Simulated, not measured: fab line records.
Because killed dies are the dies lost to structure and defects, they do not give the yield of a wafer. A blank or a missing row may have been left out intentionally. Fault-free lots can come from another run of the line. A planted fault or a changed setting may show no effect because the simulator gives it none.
The tool behind it: which one? + flow sky130 + 11 lots with 33 wafers sampled at 5 steps, on a route of 708 steps

== WHAT EACH GAUGE READ, for each wafer ==
SKY_METAL1_THK_MEAS_06: measures by xrf. Usual: METAL1_ALCU_THK typically reads 256.3 nm, with standard deviation 2.4.
| lot  | measured     | on            | METAL1_ALCU_THK (nm) | flag |
|------|--------------|---------------|----------------------|------|
| L414 | day 31 10:19 | film-metro-03 | 257.9 256.7 257.2    |      |
| L415 | day 32 00:51 | film-metro-02 | 257.4 256.7 254.5    |      |
| L416 | day 33 16:37 | film-metro-03 | 259.6 257.2 257.8    |      |
| L418 | day 34 04:16 | film-metro-04 | 255.8 258.1 258.6    |      |
| L417 | day 34 07:56 | film-metro-03 | 258.7 261.5 258.9    |      |
| L419 | day 34 10:32 | film-metro-04 | 257.3 255.9 255.3    |      |
| L422 | day 35 04:14 | film-metro-02 | 251.7 254.5 253.3    |      |
| L424 | day 35 21:17 | film-metro-03 | 257.2 254.4 257.0    |      |
| L427 | day 36 09:24 | film-metro-02 | 252.9 254.8 252.8    |      |
| L428 | day 36 13:53 | film-metro-04 | 256.8 258.3 257.7    |      |
| L435 | day 38 13:52 | film-metro-03 | 257.5 256.0 259.2    |      |

SKY_VIA1_BOW_MEAS_03. Usual: VIA1_BOW typically reads 80 um, with standard deviation 6.6.
| lot  | measured     | on            | VIA1_BOW (um) | flag |
|------|--------------|---------------|---------------|------|
| L414 | day 32 15:06 | film-metro-02 | 76 74 77      |      |
| L415 | day 33 05:23 | film-metro-01 | 94 95 84      |      |
| L416 | day 34 21:19 | film-metro-04 | 79 77 85      |      |
| L418 | day 35 08:32 | film-metro-04 | 75 83 87      |      |
| L417 | day 35 11:53 | film-metro-01 | 75 77 78      |      |
| L419 | day 35 14:45 | film-metro-04 | 79 85 77      |      |
| L422 | day 36 08:06 | film-metro-02 | 73 79 78      |      |
| L424 | day 37 00:01 | film-metro-04 | 84 90 84      |      |
| L427 | day 37 12:35 | film-metro-01 | 70 79 84      |      |
| L428 | day 37 16:47 | film-metro-01 | 76 79 79      |      |
| L435 | day 39 16:14 | film-metro-02 | 84 77 93      |      |

SKY_VIA1_RS_MEAS_22: uses a four-point probe to measure. Usual: VIA1_W_RS typically reads 0.439 ohm/sq, with standard deviation 0.0066.
| lot  | measured     | on            | VIA1_W_RS (ohm/sq) | flag |
|------|--------------|---------------|--------------------|------|
| L414 | day 33 18:49 | film-metro-02 | 0.433 0.430 0.439  |      |
| L415 | day 34 08:56 | film-metro-02 | 0.444 0.437 0.440  |      |
| L416 | day 36 01:29 | film-metro-02 | 0.429 0.427 0.432  |      |
| L418 | day 36 11:38 | film-metro-04 | 0.433 0.436 0.438  |      |
| L417 | day 36 14:42 | film-metro-02 | 0.435 0.434 0.432  |      |
| L419 | day 36 18:14 | film-metro-01 | 0.445 0.444 0.442  |      |
| L422 | day 37 11:07 | film-metro-04 | 0.425 0.425 0.433  |      |
| L424 | day 38 02:49 | film-metro-02 | 0.434 0.435 0.433  |      |
| L427 | day 38 15:07 | film-metro-04 | 0.462 0.439 0.463  |      |
| L428 | day 38 19:03 | film-metro-01 | 0.441 0.441 0.449  |      |
| L435 | day 40 17:04 | film-metro-04 | 0.447 0.445 0.448  |      |

SKY_VIA1_THK_MEAS_23: measures by xrf. Usual: VIA1_W_THK typically reads 264 nm, with standard deviation 4.5.
| lot  | measured     | on            | VIA1_W_THK (nm) | flag |
|------|--------------|---------------|-----------------|------|
| L414 | day 33 18:56 | film-metro-02 | 271 270 266     |      |
| L415 | day 34 09:02 | film-metro-02 | 261 266 264     |      |
| L416 | day 36 01:35 | film-metro-02 | 272 271 268     |      |
| L418 | day 36 11:44 | film-metro-04 | 266 263 261     |      |
| L417 | day 36 14:47 | film-metro-02 | 266 268 269     |      |
| L419 | day 36 18:21 | film-metro-01 | 262 260 262     |      |
| L422 | day 37 11:13 | film-metro-04 | 274 276 269     |      |
| L424 | day 38 02:56 | film-metro-02 | 266 266 266     |      |
| L427 | day 38 15:14 | film-metro-04 | 250 263 249     |      |
| L428 | day 38 19:10 | film-metro-01 | 264 261 256     |      |
| L435 | day 40 17:11 | film-metro-04 | 259 260 259     |      |

== EACH LOT AND THE TOOL THAT RAN IT (in order: tool; ch and the chambers of the sampled wafers; start) ==
| lot  | SKY_VIA1_CVD_21               |
|------|-------------------------------|
| L414 | cvd-w-02 ch 0,1, day 33 18:43 |
| L415 | cvd-w-01 ch 0,1, day 34 08:49 |
| L416 | cvd-w-02 ch 0,1, day 36 01:23 |
| L418 | cvd-w-01 ch 1, day 36 11:31   |
| L417 | cvd-w-02 ch 0,1, day 36 14:35 |
| L419 | cvd-w-01 ch 0,1, day 36 18:08 |
| L422 | cvd-w-02 ch 0,1, day 37 11:01 |
| L424 | cvd-w-02 ch 0,1, day 38 02:43 |
| L427 | cvd-w-02 ch 0,1, day 38 15:01 |
| L428 | cvd-w-01 ch 0,1, day 38 18:58 |
| L435 | cvd-w-01 ch 0,1, day 40 16:59 |
- SKY_VIA1_CVD_21: deposits W, target thk 270 nm, time 80.902 s.

== AS READ BY THE TOOLS THEMSELVES (means over the sampled wafers that have a number; for cases with no such wafer, the mark the record gives instead) ==
SKY_VIA1_CVD_21. Usual: heater-power-w at 854 W, with a standard deviation of 110.
| lot  | tool     | heater-power-w (W) | flag |
|------|----------|--------------------|------|
| L414 | cvd-w-02 | 978                |      |
| L415 | cvd-w-01 | 781                |      |
| L416 | cvd-w-02 | 983                |      |
| L418 | cvd-w-01 | 739                |      |
| L417 | cvd-w-02 | 987                |      |
| L419 | cvd-w-01 | 789                |      |
| L422 | cvd-w-02 | 971                |      |
| L424 | cvd-w-02 | 994                |      |
| L427 | cvd-w-02 | 908                |      |
| L428 | cvd-w-01 | 761                |      |
| L435 | cvd-w-01 | 813                |      |

== THE ANSWER, worked out from the rows above alone ==
Rule: lot off if the mean of its wafers having a number is beyond 3 standard deviations from the usual mean. A lot without any number at a reading at which 4 lots or more have one is off too. Where the step has rows for the other lots, those lots are counted as sound. The gauges are gone through in route order, then the tools' own readings, and for those a lot's mean is taken as printed above. The first step at which some lot is off is used, and at that step the reading that is off furthest; a lot without a number counts as furthest.
No lot is off at any reading shown: from this, nothing can be told.

== WHAT THE SIMULATOR HAD INSERTED ==
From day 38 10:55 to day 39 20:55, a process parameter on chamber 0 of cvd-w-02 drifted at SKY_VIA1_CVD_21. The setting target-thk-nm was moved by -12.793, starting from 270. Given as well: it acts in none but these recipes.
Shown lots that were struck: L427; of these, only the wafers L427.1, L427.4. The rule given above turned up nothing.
